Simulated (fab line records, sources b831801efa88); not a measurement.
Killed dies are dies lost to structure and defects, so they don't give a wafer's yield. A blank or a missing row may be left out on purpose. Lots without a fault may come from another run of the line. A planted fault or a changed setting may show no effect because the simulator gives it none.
Which tool did it? | flow sky130 | 13 lots, 39 wafers sampled, at 4 steps of a route of 708

WHAT THE GAUGES READ, wafer by wafer
SKY_FIELD_ISO_THK_MEAS_02. Usual: FIELD_ISO_OXIDATION_00_THK 12.03 nm, standard deviation 0.27.
lot  | measured    | on            | FIELD_ISO_OXIDATION_00_THK (nm) | flag
L661 | day 1 12:32 | film_metro-04 | 11.92 12.19 12.26               |
L662 | day 1 17:02 | film_metro-01 | 12.22 12.48 12.39               |
L664 | day 2 03:30 | film_metro-04 | 12.27 12.12 12.31               |
L665 | day 2 09:06 | film_metro-02 | 12.30 12.47 12.38               |
L668 | day 2 22:38 | film_metro-02 | 12.28 12.16 12.44               |
L669 | day 3 03:38 | film_metro-02 | 12.14 12.24 12.12               |
L671 | day 3 13:49 | film_metro-04 | 11.63 11.82 11.75               |
L672 | day 3 18:38 | film_metro-02 | 12.10 11.92 12.01               |
L673 | day 4 01:00 | film_metro-02 | 11.66 11.47 11.60               |
L676 | day 4 14:38 | film_metro-04 | 12.07 11.75 11.99               |
L677 | day 4 19:39 | film_metro-01 | 12.22 12.17 12.14               |
L678 | day 5 01:22 | film_metro-02 | 11.96 11.70 11.77               |
L679 | day 5 05:38 | film_metro-01 | 11.81 11.51 11.60               |

SKY_POLY_GATE_THK_MEAS_01. Usual: POLY_GATE_CVD_00_THK 180.3 nm, standard deviation 1.3.
lot  | measured     | on            | POLY_GATE_CVD_00_THK (nm) | flag
L661 | day 13 23:55 | film_metro-03 | 179.8 180.7 179.8         |
L662 | day 14 01:43 | film_metro-01 | 180.3 181.2 182.1         |
L664 | day 14 18:36 | film_metro-03 | 177.9 179.0 179.4         |
L665 | day 15 04:22 | film_metro-01 | 181.0 181.4 180.6         |
L668 | day 16 04:41 | film_metro-04 | 180.7 179.7 179.6         |
L669 | day 17 00:59 | film_metro-01 | 180.7 179.9 180.7         |
L671 | day 17 05:35 | film_metro-01 | 179.2 181.0 179.1         |
L672 | day 17 07:08 | film_metro-03 | 178.7 179.3 179.3         |
L673 | day 18 01:40 | film_metro-04 | 178.7 178.7 179.8         |
L676 | day 19 12:27 | film_metro-04 | 180.2 181.2 179.8         |
L677 | day 19 12:28 | film_metro-01 | 177.2 178.5 178.1         |
L678 | day 20 00:46 | film_metro-04 | 179.3 180.1 180.5         |
L679 | day 20 00:46 | film_metro-03 | 181.1 182.1 180.1         |

SKY_LDD_HVP_TW_MEAS_10. Usual: LDD_HVP_TW 462, standard deviation 4.2.
lot  | measured     | on            | LDD_HVP_TW  | flag
L661 | day 21 14:22 | film_metro-04 | 471 467 467 |
L662 | day 21 16:02 | film_metro-04 | 469 467 466 |
L664 | day 22 11:18 | film_metro-03 | 456 458 458 |
L665 | day 23 00:03 | film_metro-02 | 459 459 461 |
L668 | day 23 22:40 | film_metro-04 | 466 468 466 |
L669 | day 25 01:40 | film_metro-04 | 468 467 468 |
L671 | day 25 02:16 | film_metro-02 | 459 462 461 |
L672 | day 25 02:37 | film_metro-02 | 461 461 460 |
L673 | day 25 21:52 | film_metro-03 | 455 452 452 |
L676 | day 27 03:39 | film_metro-03 | 704 708 708 | OFF
L677 | day 27 05:56 | film_metro-04 | 717 718 717 | OFF
L678 | day 27 17:05 | film_metro-03 | 712 707 712 | OFF
L679 | day 27 17:01 | film_metro-04 | 719 716 721 | OFF

WHICH TOOL RAN EACH LOT (tool, then ch and the chambers of the sampled wafers, then the start)
lot  | SKY_LDD_HVP_IMPLANT_08
L661 | implanter-02 ch 0, day 21 14:07
L662 | implanter-04 ch 0, day 21 15:44
L664 | implanter-04 ch 0, day 22 11:03
L665 | implanter-03 ch 0, day 22 23:48
L668 | implanter-04 ch 0, day 23 22:25
L669 | implanter-02 ch 0, day 25 01:25
L671 | implanter-04 ch 0, day 25 02:01
L672 | implanter-02 ch 0, day 25 02:23
L673 | implanter-02 ch 0, day 25 21:38
L676 | implanter-03 ch 0, day 27 03:24
L677 | implanter-04 ch 0, day 27 05:43
L678 | implanter-03 ch 0, day 27 16:52
L679 | implanter-04 ch 0, day 27 16:47
- SKY_LDD_HVP_IMPLANT_08

WHAT THE TOOLS THEMSELVES READ (means of the sampled wafers that have a number; where no wafer has one, the mark that the record gives instead)
SKY_LDD_HVP_IMPLANT_08. Usual: end_station_pressure_torr 5.11e-06 Torr, standard deviation 2.9e-07.
lot  | tool         | end_station_pressure_torr (Torr) | flag
L661 | implanter-02 | 5.02e-06                         |
L662 | implanter-04 | 5.03e-06                         |
L664 | implanter-04 | 5.07e-06                         |
L665 | implanter-03 | 5.11e-06                         |
L668 | implanter-04 | 5.02e-06                         |
L669 | implanter-02 | 5.08e-06                         |
L671 | implanter-04 | 5.29e-06                         |
L672 | implanter-02 | 5.10e-06                         |
L673 | implanter-02 | 5.17e-06                         |
L676 | implanter-03 | 5.10e-06                         |
L677 | implanter-04 | 5.14e-06                         |
L678 | implanter-03 | 5.16e-06                         |
L679 | implanter-04 | 4.84e-06                         |

THE ANSWER, worked out from the rows above alone
Rule: a lot is off if the mean of its wafers that have a number lies more than 3 standard deviations from the usual mean. A lot without any number at a reading at which 4 lots or more have one is off too. The other lots that the step has rows for count as sound. The gauges are gone through in route order, then the tools' own readings, and for those a lot's mean is taken as printed above. The first step at which some lot is off is used, and at that step the reading that is off furthest; a lot without a number counts as furthest.
Off: L676, L677, L678, L679, at SKY_LDD_HVP_TW_MEAS_10 (LDD_HVP_TW).
A tool fits if, at a process step before that reading, it ran every lot that is off, and no sound lot after the first of them. The gauges at SKY_LDD_HVP_TW_MEAS_10 are tried like those tools. None of those tried fits.

WHAT THE SIMULATOR HAD PUT IN
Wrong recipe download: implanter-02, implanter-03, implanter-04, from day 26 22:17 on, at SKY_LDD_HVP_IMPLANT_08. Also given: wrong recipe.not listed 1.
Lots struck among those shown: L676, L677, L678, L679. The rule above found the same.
